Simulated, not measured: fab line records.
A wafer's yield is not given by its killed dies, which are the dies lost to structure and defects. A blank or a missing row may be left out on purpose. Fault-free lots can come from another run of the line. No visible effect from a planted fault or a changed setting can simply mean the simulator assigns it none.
Chamber matching -- flow gf180mcu -- 3 sister chambers for GF_SAB_CVD_00 on pecvd-01
The step deposits SiO2 from TEOS, target thk 50 nm, time 4.9302 s. 6 wafers are shown with their chamber, then 11 later ones without.

## WAFERS PAIRED WITH THEIR CHAMBERS
wafer,chamber,heater_power_w (W)
L088.2,1,695
L088.5,0,646
L090.1,2,544
L090.2,1,662
L090.3,0,653
L093.1,2,677

## WAFERS WITH NO CHAMBER GIVEN
wafer,heater_power_w (W)
L093.4,640
L093.5,634
L095.2,669
L095.4,659
L095.6,671
L096.2,654
L096.3,691
L096.4,666
L097.2,624
L097.3,671
L097.6,649

## WHICH CHAMBER EACH WENT THROUGH
wafer,from the rows above,in truth
L093.4,can't be placed: 0 or 2 or 1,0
L093.5,can't be placed: 0 or 2 or 1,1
L095.2,can't be placed: 1 or 0 or 2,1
L095.4,can't be placed: 0 or 1 or 2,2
L095.6,can't be placed: 1 or 0 or 2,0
L096.2,can't be placed: 0 or 1 or 2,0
L096.3,can't be placed: 1 or 0 or 2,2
L096.4,can't be placed: 1 or 0 or 2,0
L097.2,can't be placed: 2 or 0 or 1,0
L097.3,can't be placed: 1 or 0 or 2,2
L097.6,can't be placed: 0 or 1 or 2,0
Correctly placed: 0 of 11. These rows do not allow placing 11 (true chamber among the candidates in 11). Number placed wrongly: 0.
How it was worked out, from the rows above alone: a wafer's distance from a chamber is the root of the sum, over the readings, of the square of ((its reading less the chamber's mean) divided by the reading's scatter). The wafer belongs to the nearest chamber; if the next one is less than 2 further off, it can't be placed. A chamber's mean is the mean of its shown wafers. The scatter: the root of (the sum of the squares of (reading less its chamber's mean) over the shown wafers, divided by (wafers less chambers)).
